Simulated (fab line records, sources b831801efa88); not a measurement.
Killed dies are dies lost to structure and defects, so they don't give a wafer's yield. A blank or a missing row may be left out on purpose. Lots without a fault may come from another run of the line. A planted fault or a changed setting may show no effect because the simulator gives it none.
Chamber matching | flow gf180mcu | GF_V3_CVD_02 on pecvd-01: 3 sister chambers
The step deposits SiO2 from TEOS, target thk 850 nm, time 94.851 s. 3 wafers are shown with their chamber, then 8 later ones without.

WAFERS WITH THEIR CHAMBER
wafer  | chamber | heater_power_w (W)
L087.3 | 1       | 759
L087.6 | 0       | 664
L089.1 | 2       | 722

WAFERS WITHOUT THEIR CHAMBER
wafer  | heater_power_w (W)
L089.4 | 691
L089.5 | 753
L090.2 | 687
L090.3 | 752
L090.4 | 681
L094.2 | 698
L094.4 | 728
L094.6 | 631

WHICH CHAMBER EACH WENT THROUGH
wafer  | from the rows above          | in truth
L089.4 | can't be placed: 0 or 2      | 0
L089.5 | can't be placed: 1 or 2      | 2
L090.2 | can't be placed: 0 or 2      | 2
L090.3 | can't be placed: 1 or 2      | 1
L090.4 | can't be placed: 0 or 2      | 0
L094.2 | can't be placed: 2 or 0 or 1 | 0
L094.4 | can't be placed: 2 or 1      | 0
L094.6 | 0                            | 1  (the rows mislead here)
Placed correctly: 0 of 8. Can't be placed from these rows: 7 (the true chamber is among the candidates in 6). Placed wrongly: 1.
How it was worked out, from the rows above alone: a wafer's distance from a chamber is the root of the sum, over the readings, of the square of ((its reading less the chamber's mean) divided by the reading's scatter). The wafer belongs to the nearest chamber; if the next one is less than 2 further off, it can't be placed. A chamber's mean is the mean of its shown wafers. The scatter: with one shown wafer a chamber, the root of the mean of the squares of how far each hidden wafer lies from its nearest shown one.
